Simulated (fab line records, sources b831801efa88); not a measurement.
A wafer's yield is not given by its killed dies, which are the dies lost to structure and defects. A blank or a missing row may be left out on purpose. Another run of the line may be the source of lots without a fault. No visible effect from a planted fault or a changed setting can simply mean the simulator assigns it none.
One fault through the eyes of 2 desks    flow gf180mcu    numbers are kept per desk, each desk with only its own; the story behind them comes last

== FOR THE TOOL OWNER'S DESK: implanter-01 ==
The tool's own readings at GF_NSD_IMPLANT_10: means of the sampled wafers that have a number, for each lot that ran on this tool. Marked OUT: a lot whose mean sits more than 4 standard deviations from the usual mean, which makes it out of limits; the brackets give that distance.
Columns: A = beam energy keV at GF_NSD_IMPLANT_10, usual 39.999; B = tilt deg at GF_NSD_IMPLANT_10, usual 6.998 degrees
lot   first seen here  A                         B
L664  day 14 10:30     40.012                    7.011
L667  day 15 13:34     39.991                    6.979
L675  day 18 08:52     39.996                    6.980
L677  day 19 05:46     39.978                    7.010
L680  day 19 23:25     45.424 (+99 or more) OUT  6.961
L681  day 20 08:49     45.436 (+99 or more) OUT  6.991
Finding of this desk: L680, L681 out of limits; the first was L680 at day 19 23:25, on beam energy keV at GF_NSD_IMPLANT_10. L664, L667, L675, L677: within limits.

== METROLOGY DESK ==
What the gauges read for every lot (on any tool): the sampled wafers with a number, averaged. Marked OUT: a lot whose mean sits more than 4 standard deviations from the usual mean, which makes it out of limits; the brackets give that distance.
Columns: A = cd nm at GF_POLY_GATE_CD_MEAS_18, usual 279.6 nm
lot   first seen here  A
L664  day 10 06:54     280.6
L665  day 10 16:47     278.8
L667  day 11 04:04     280.7
L670  day 11 21:15     281.2
L672  day 12 21:02     278.4
L675  day 13 14:43     278.9
L676  day 14 00:37     280.2
L677  day 14 07:56     280.1
L680  day 14 23:08     277.9
L681  day 15 06:52     278.0
L682  day 15 14:05     278.8
L683  day 15 23:40     280.5
L684  day 16 05:55     281.2
This desk's finding: nothing out of limits on any of the 13 lots.

== BROUGHT TOGETHER ==
An alarm could have come from the tool owner's desk at day 19 23:25, on L680, L681.
Nothing out of limits was seen by the metrology desk.
The metrology desk has L680, L681 on record, within its limits.
GF_NSD_IMPLANT_10 was run on implanter-01 by each of the lots named.

== WHAT THE SIMULATOR PUT IN ==
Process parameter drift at GF_NSD_IMPLANT_10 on implanter-01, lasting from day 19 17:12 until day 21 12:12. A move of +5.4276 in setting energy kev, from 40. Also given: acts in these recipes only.
Lots struck among those shown: L680, L681.
Time in hours from fault onset to the first out-of-limits reading at each desk: the tool owner's desk, 6.
